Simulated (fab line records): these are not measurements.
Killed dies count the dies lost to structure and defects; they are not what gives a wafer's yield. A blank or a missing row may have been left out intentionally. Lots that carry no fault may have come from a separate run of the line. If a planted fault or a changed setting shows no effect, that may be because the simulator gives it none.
A lot that was struck, set against a sound lot    flow sky130    37 steps out of a route of 708
Sound: wafers L199.1, L199.2, L199.5. The struck wafers were L212.4, L212.5, L212.6. At the end, the cause is stated.
For every step that has rows: the tool of each side, followed by ch and its chambers, followed by its first start. Under that, the readings that differ: sound wafers    struck wafers    difference of the means    sigmas: that difference in standard deviations of wafers without a fault.
alike: a reading whose means differ by less than 2 such deviations, as well as words and numbers matching on both sides. not compared: withheld readings; readings where some wafer has no value; bounds like >300 that might hide an equal value; numbers whose values overlap and for which the record gives no deviation.
The two part at a step that has a row with sigmas, a row that says differs or no value, or rows on one side only. Numbers that have no deviation but don't overlap get no sigmas and don't part them. Lack of a reading on every wafer of one side parts them only where that side has two or more wafers.

first, 10 steps without rows for these wafers: SKY_LDD_LDN_SOFTBAKE_03 (time 60 s); SKY_LDD_LDN_EXPOSE_04 (exposes mask LDNTM, target cd 700 nm); SKY_LDD_LDN_PEB_05; SKY_LDD_LDN_DEVELOP_06 (develop time 60 s); SKY_LDD_LDN_IMPLANT_08; SKY_LDD_LDN_IMPLANT_09; SKY_LDD_LDN_IMPLANT_10; SKY_LDD_LDN_IMPLANT_11; SKY_LDD_LDN_STRIP_12 (strips in O2/N2); SKY_LDD_LDN_CLEAN_14 (cleans in SC1/SC2, time 150 s).
SKY_SPACER_CVD_00: deposits Si3N4 from DCS/NH3, target thk 43.1 nm, time 740 s.
  sound on lpcvd-02 ch 0, day 23 22:53; struck on lpcvd-02 ch 0, day 28 00:28
reading                                   sound              struck             difference  sigmas
spike tc centre C (C)                     770.3 771.8 772.9  768.1 766.4 767.1  -4.5        -4
spike tc lower C (C)                      769.2 771.0 771.7  766.7 765.3 766.9  -4.3        -4
spike tc top C (C)                        785.3 787.1 786.0  785.7 782.3 783.7  -2.2        -2
spike tc upper C (C)                      769.0 768.9 770.1  764.7 764.6 765.4  -4.4        -4
susceptor temp C (C)                      770.0 769.9 769.9  765.2 765.9 765.0  -4.6        -13
model.Si3N4_of_SPACER_CVD_00.thk nm (nm)  42.76 42.91 43.01  38.95 39.13 38.86  -3.91       
  alike: zone power bottom pct
SKY_SPACER_THK_MEAS_01:
  struck on film metro-01, day 28 01:56; sound on film metro-01, day 24 00:05
reading                 sound           struck          difference  sigmas
SPACER_CVD_00_THK (nm)  42.7 42.9 43.0  39.0 39.1 38.9  -3.9        -9
  not compared: hold
SKY_SPACER_ETCHBACK_02: etches Si3N4 in CH3F/O2, stops on SiO2, time 46.7 s, target depth 45 nm.
  sound on rie diel-03 ch 0,1, day 24 00:09; struck on rie diel-02 ch 0,1, day 28 12:46
reading                   sound              struck                                                                         difference                    sigmas
hold                      - - -              await dispo/10.8h/release await dispo/10.8h/release await dispo/10.8h/release  no value on the sound wafers  
oes product au (a.u.)     0.843 0.858 0.855  0.814 0.808 0.809                                                              -0.042                        -6
model.etch.depth nm (nm)  42.76 42.91 43.01  38.95 39.13 38.86                                                              -3.91                         
  alike: drypump motor current A, throttle valve pct
  not compared: rf hours counter h
then, 22 steps without rows for these wafers: SKY_POLY_CUT_DEHYDRATE_00 (time 60 s); SKY_POLY_CUT_HMDS_01 (prime time 60 s); SKY_POLY_CUT_COAT_02 (resist thk 60 nm); SKY_POLY_CUT_COAT_03 (resist thk 450 nm); SKY_POLY_CUT_SOFTBAKE_04 (time 90 s); SKY_POLY_CUT_EXPOSE_05 (exposes mask NPCM, target cd 270 nm); SKY_POLY_CUT_PEB_06; SKY_POLY_CUT_DEVELOP_07 (develop time 60 s); SKY_POLY_CUT_ETCH_10 (etches BARC in N2/H2, stops on SiO2, time 45.9 s, target depth 60 nm); SKY_POLY_CUT_ETCH_11 (etches Si3N4 in CF4/CH2F2/Ar, stops on poly-Si, time 42.5 s, target depth 60 nm); SKY_POLY_CUT_STRIP_12 (strips in O2/N2); SKY_SD_P_DEHYDRATE_00 (time 60 s); SKY_SD_P_HMDS_01 (prime time 60 s); SKY_SD_P_COAT_02 (resist thk 1140 nm); SKY_SD_P_SOFTBAKE_03 (time 60 s); SKY_SD_P_EXPOSE_04 (exposes mask PSDM, target cd 380 nm); SKY_SD_P_PEB_05; SKY_SD_P_DEVELOP_06 (develop time 60 s); SKY_SD_P_IMPLANT_09; SKY_SD_P_STRIP_10 (strips in O2/N2); SKY_RES_XHIGH_DEHYDRATE_00 (time 60 s); SKY_RES_XHIGH_HMDS_01 (prime time 60 s).
-- the record jumps here: 4 days lie between the struck wafers' starts before and after (it left off in module RES_XHIGH and takes up again in module SALICIDE, whose first step shown is number 361 of the route) --
SKY_SALICIDE_CLEAN_00: cleans in HF-last, time 30 s.
  sound on wet bench-04 ch 3, day 28 20:29; struck on wet bench-04 ch 2, day 32 18:08
reading                                   sound              struck             difference  sigmas
model.Si3N4_of_SPACER_CVD_00.thk nm (nm)  41.78 41.93 42.03  37.98 38.15 37.89  -3.91       
-- the record jumps here: 17 days lie between the struck wafers' starts before and after (it left off in module SALICIDE and takes up again in module PAD_OPEN, whose first step shown is number 708 of the route) --
SKY_PAD_OPEN_PROBE_99:
  struck on prober-01, day 49 06:28; sound on prober-01, day 46 08:15
reading                                   sound                    struck                   difference  sigmas
model.etest.pfet_01v8.r on ohm um         2830 2913 2866           2681 2690 2676           -187        
model.etest.pfet_01v8.drive ua um         200.9 193.6 196.6        209.2 210.2 209.9        +12.7       
model.etest.sram pfet latch.drive ua um   145.9 148.3 150.1        157.2 158.3 152.6        +7.9        
model.etest.pfet_01v8_hvt.drive ua um     147.6 142.1 146.2        156.4 158 158.6          +12.4       
model.etest.pfet_01v8_hvt.off log10 a um  -12.78 -12.91 -12.84     -12.68 -12.63 -12.58     +0.21       
model.etest.pfet_01v8.vt sat v (V)        -0.5366 -0.5416 -0.5358  -0.4973 -0.5035 -0.4981  +0.0384     
  alike: killed_at_M0_to_M3, killed_at_M4_up, killed at contacts, killed at front end, killed at other, killed dies, killed open, killed short

WHERE THEY PART
Earliest at SKY_SPACER_CVD_00; latest, in this record, at SKY_SPACER_ETCHBACK_02. Later steps at which nothing parts them and some readings are alike: SKY_PAD_OPEN_PROBE_99.

WHY: what the simulator had put in
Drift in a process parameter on lpcvd-02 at SKY_SPACER_CVD_00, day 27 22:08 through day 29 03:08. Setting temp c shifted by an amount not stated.
